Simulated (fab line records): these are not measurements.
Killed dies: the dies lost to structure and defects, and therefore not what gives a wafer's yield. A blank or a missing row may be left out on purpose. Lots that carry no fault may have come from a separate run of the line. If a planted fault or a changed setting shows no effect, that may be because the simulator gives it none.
A lot that was struck, set against a sound lot + flow sky130 + 20 steps out of a route of 708
Sound: wafers L998.1, L998.2, L998.6. Wafers struck: L106.1, L106.2, L106.4. The cause comes at the end.
For every step that has rows: the tool of each side, followed by ch and its chambers, followed by its first start. Under that, the readings that differ: sound wafers + struck wafers + difference of the means + sigmas: that difference in standard deviations of wafers without a fault.
alike: readings whose means differ by less than 2 such deviations, and words and numbers that are the same on both sides. not compared: withheld readings, readings that some wafer has no value for, bounds like >300 that may hide the same value, and numbers for which the record gives no deviation and whose values overlap.
Wherever a step has rows on one side only, a row that says differs or no value, or a row with sigmas, the two part there. When numbers do not overlap yet have no deviation, they are printed without sigmas and do not part them. Lack of a reading on every wafer of one side parts them only where that side has two or more wafers.

first, 1 step without rows for these wafers: SKY_RES_XHIGH_IMPLANT_07.
SKY_RES_XHIGH_STRIP_08: strips in O2/N2.
  sound on plasma asher-01 ch 0,1, day 30 03:14; struck on plasma asher-04 ch 0,1, day 32 15:06
  alike: drypump motor current A, oes product au, strip time to endpoint s
  not compared: rf hours counter h
SKY_RES_XHIGH_TW_MEAS_09:
  sound on film metro-02, day 30 03:20; struck on film metro-04, day 32 15:12
  alike: RES_XHIGH_TW
then, 7 steps without rows for these wafers: SKY_SD_N_DEHYDRATE_00 (time 60 s); SKY_SD_N_HMDS_01 (prime time 60 s); SKY_SD_N_COAT_02 (resist thk 1140 nm); SKY_SD_N_SOFTBAKE_03 (time 60 s); SKY_SD_N_EXPOSE_04 (exposes mask NSDM, target cd 380 nm); SKY_SD_N_PEB_05; SKY_SD_N_DEVELOP_06 (develop time 60 s).
SKY_SD_N_CD_MEAS_07: the cd target is 380 nm.
  sound on cd sem-01, day 31 06:36; struck on cd sem-02, day 33 17:14
  alike: cd nm
SKY_SD_N_OVL_MEAS_08:
  sound on overlay-02, day 31 06:43; struck on overlay-02, day 33 17:21
  alike: SD_N_OVL
SKY_SD_N_IMPLANT_09:
  sound on implanter-01 ch 0, day 31 06:45; struck on implanter-01 ch 0, day 33 17:23
| reading            | sound                         | struck                        | difference | sigmas      |
|--------------------|-------------------------------|-------------------------------|------------|-------------|
| beam on s (s)      | 17.4 16.9 16.6                | 10.0 10.1 10.3                | -6.8       | -11         |
| dose ions cm2      | 3.998e+15 3.993e+15 4.001e+15 | 1.655e+15 1.659e+15 1.654e+15 | -2.341e+15 | -99 or more |
| faraday current uA | 12672 12951 13275             | 9114 9029 8820                | -3978      | -9          |
following that, these wafers have no rows for 1 step: SKY_SD_N_IMPLANT_10.
SKY_SD_N_STRIP_11: strips in O2/N2.
  sound on plasma asher-01 ch 0,1, day 31 07:03; struck on plasma asher-02 ch 0,1, day 33 17:41
| reading                      | sound             | struck            | difference | sigmas |
|------------------------------|-------------------|-------------------|------------|--------|
| oes product au (a.u.)        | 0.523 0.526 0.523 | 0.571 0.572 0.571 | +0.047     | +10    |
| strip time to endpoint s (s) | 22.59 22.54 22.53 | 19.55 19.51 19.58 | -3.01      | -81    |
  alike: drypump motor current A
  not compared: rf hours counter h
SKY_SD_N_TW_MEAS_12:
  sound on film metro-01, day 31 07:09; struck on film metro-02, day 33 17:47
  alike: SD_N_TW
then, 1 step without rows for these wafers: SKY_SD_N_CLEAN_13 (cleans in SC1/SC2, time 150 s).
SKY_SD_N_RTA_14: time 2 s.
  sound on rtp anneal-02 ch 0, day 31 07:16; struck on rtp anneal-02 ch 0, day 33 17:54
  alike: lamp power pct, wafer_temp_C_max
SKY_SD_N_RS_MEAS_16: measures by four-point-probe.
  sound on film metro-02, day 31 07:29; struck on film metro-04, day 33 18:26
| reading          | sound             | struck            | difference | sigmas      |
|------------------|-------------------|-------------------|------------|-------------|
| SD_N_RS (ohm/sq) | 68.41 68.54 68.41 | 83.13 82.92 82.77 | +14.49     | +99 or more |
  not compared: hold
SKY_PAD_OPEN_PROBE_99:
  the record has rows for the sound wafers here (prober-02, day 48 07:12) and none for the struck ones

== WHERE THEY PART ==
At SKY_SD_N_IMPLANT_09 first; at SKY_PAD_OPEN_PROBE_99 last (within this record only).

WHY: what had been put in by the simulator
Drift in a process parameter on implanter-01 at SKY_SD_N_IMPLANT_09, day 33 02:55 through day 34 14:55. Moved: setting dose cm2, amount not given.
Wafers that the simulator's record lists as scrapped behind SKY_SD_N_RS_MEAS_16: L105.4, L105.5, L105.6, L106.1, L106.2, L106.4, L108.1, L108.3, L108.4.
